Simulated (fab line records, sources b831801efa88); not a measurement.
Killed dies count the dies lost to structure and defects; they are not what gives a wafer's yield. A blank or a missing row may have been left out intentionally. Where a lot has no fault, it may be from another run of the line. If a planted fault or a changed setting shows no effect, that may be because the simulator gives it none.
The tool behind it: which one? -- flow sky130 -- Sampling: 6 lots, 18 wafers, 4 of 708 route steps

## WHAT THE GAUGES SHOWED, per wafer
SKY_PAD_OPEN_BOW_MEAS_13.
lot,measured,on,PAD_OPEN_BOW (um)
L608,day 46 05:00,film-metro-03,36 40 44
L611,day 46 23:42,film-metro-03,39 40 33
L613,day 47 15:00,film-metro-04,35 33 55
L616,day 48 13:55,film-metro-01,56 58 62
L625,day 50 07:47,film-metro-01,50 53 54
L628,day 50 22:28,film-metro-01,47 63 74

## WHICH TOOL RAN EACH LOT (tool, then ch and the chambers of the sampled wafers, then the start)
lot,SKY_CAP2M_CLEAN_17,SKY_METAL5_DESCUM_14,SKY_PASSIVATION_STRIP_12
L608,"wet-bench-01 ch 0, day 41 06:41","rie-metal-03 ch 0,1, day 44 06:37","plasma-asher-04 ch 0,1, day 45 05:43"
L611,"wet-bench-01 ch 1, day 42 06:28","rie-metal-02 ch 0,1, day 45 04:19","plasma-asher-04 ch 1, day 46 02:13"
L613,"wet-bench-02 ch 1, day 42 21:16","rie-metal-01 ch 0, day 45 19:38","plasma-asher-03 ch 0,1, day 46 16:10"
L616,"wet-bench-02 ch 0, day 44 00:48","rie-metal-03 ch 0,1, day 46 20:07","plasma-asher-04 ch 0,1, day 47 16:58"
L625,"wet-bench-03 ch 2, day 46 06:58","rie-metal-03 ch 0,1, day 48 19:20","plasma-asher-03 ch 0,1, day 49 14:03"
L628,"wet-bench-02 ch 2, day 46 23:56","rie-metal-02 ch 1, day 49 11:04","plasma-asher-01 ch 0,1, day 50 04:19"
- SKY_CAP2M_CLEAN_17: cleans in O3/DIW.
- SKY_METAL5_DESCUM_14: chemistry O2, time 11 s.
- SKY_PASSIVATION_STRIP_12: strips in O2/N2.

## THE ANSWER, worked out from the rows above alone
Rule: the lots themselves supply what counts as usual. The widest of any qualifying gaps counts: lots, ordered by their means at a reading, are off when they make up no more than a third of the lots, leave a main group of 4 or more, and stand apart from it by 3 or more times the standard deviation of that group's means. Not used: any main group whose means are identical at the precision the tables above print for the reading. Also off: a lot with no number at a reading for which 4 or more lots have one. Where the step has rows for the other lots, those lots are counted as sound.
Nothing can be told from this: no lot is off at any reading shown.

## WHAT THE SIMULATOR HAD PUT IN
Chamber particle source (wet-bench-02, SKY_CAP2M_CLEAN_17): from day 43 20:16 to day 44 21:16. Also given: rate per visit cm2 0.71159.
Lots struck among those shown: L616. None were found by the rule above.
